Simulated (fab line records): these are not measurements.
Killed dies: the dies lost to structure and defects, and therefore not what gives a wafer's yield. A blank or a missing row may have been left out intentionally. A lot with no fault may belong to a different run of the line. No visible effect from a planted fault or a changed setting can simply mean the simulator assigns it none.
Problem report in the 8D (eight disciplines) form, filled by code || flow gf180mcu || the parts of the form that need people (team, actions taken, sign-off) are left out

== 1. THE ISSUE ==
run length s at GF_STI_WET_ETCH_26 reads a mean of 108.7 s on 9 wafers of 3 lots; wafers without a fault read 215.2 s with a standard deviation of 2.8. That is -38 standard deviations from the usual mean.
The step: etches SiO2 in dHF, target depth 94 nm, time 188 s.
Seen first at day 4 01:36 on wet bench-02, wafer L584.1. At this step, 45 wafers from 15 lots have a number in the record. By rule, "out" or "out of limits" means more than 4 standard deviations away from the usual mean. Any other wafer with a number is counted as sound.

== 2. WHAT IT IS; WHAT IT IS NOT ==
{"question": "which readings at this step", "is": "run length s", "is not": "-"}
{"question": "which lots", "is": "L584, L586, L587", "is not": "L575, L576, L577, L578, L579, L580, L581, L582, L583, L594, L597, L598"}
{"question": "which wafers of those lots", "is": "all that have a number", "is not": "-"}
{"question": "read on which tools", "is": "wet bench-02", "is not": "wet bench-03, wet bench-04"}
{"question": "when", "is": "from day 4 01:36", "is not": "up to then (27 sound wafers); but 9 sound wafers of L594, L597, L598 came after"}

== 3. SUSPECTS, AND WHAT RULES EACH OUT ==
Counting: any tool at a process step up to the reading is kept as a suspect provided that every lot that is out went through it and no sound lot did after the first of them.
- wet bench-02 at GF_STI_WET_ETCH_26 (etches SiO2 in dHF, target depth 94 nm, time 188 s): ruled out as a lasting fault. Sound lots L597, L598 ran on it after its first lot that is out, L584 (day 4 01:36).
Left after counting: nothing in the record.

== 4. THE CAUSE (what the simulator had put in) ==
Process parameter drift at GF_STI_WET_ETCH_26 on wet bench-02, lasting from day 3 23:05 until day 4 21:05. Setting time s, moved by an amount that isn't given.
Counting ruled it out, wrongly.

== 5. THE EFFECT CHAIN, in route order ==
Each row: a reading where the mean over the struck wafers with a number is more than 3 standard deviations away from the usual. Readings are gone through only where the record gives a usual standard deviation; hours: the median, over the lots, of the time from a lot's start at the first step in this table giving one to that lot's start at this step; sigmas: the change measured in usual standard deviations.
{"hours": 0, "step": "GF_STI_WET_ETCH_26", "reading": "run length s", "usual": "215.2 s", "on struck wafers": 108.7, "change": -106.5, "sigmas": -38}
Its process steps:
- GF_STI_WET_ETCH_26: etches SiO2 in dHF, target depth 94 nm, time 188 s.
Later steps that measure or inspect, where all struck wafers having a row at the step show a number for every such reading and not one has moved that far: GF_V4_THK_MEAS_01.

== 6. WHAT WOULD HAVE CAUGHT IT SOONER ==
The fault began at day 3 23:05; the first out-of-limits reading in this record came at day 4 01:36, 3 hours later.
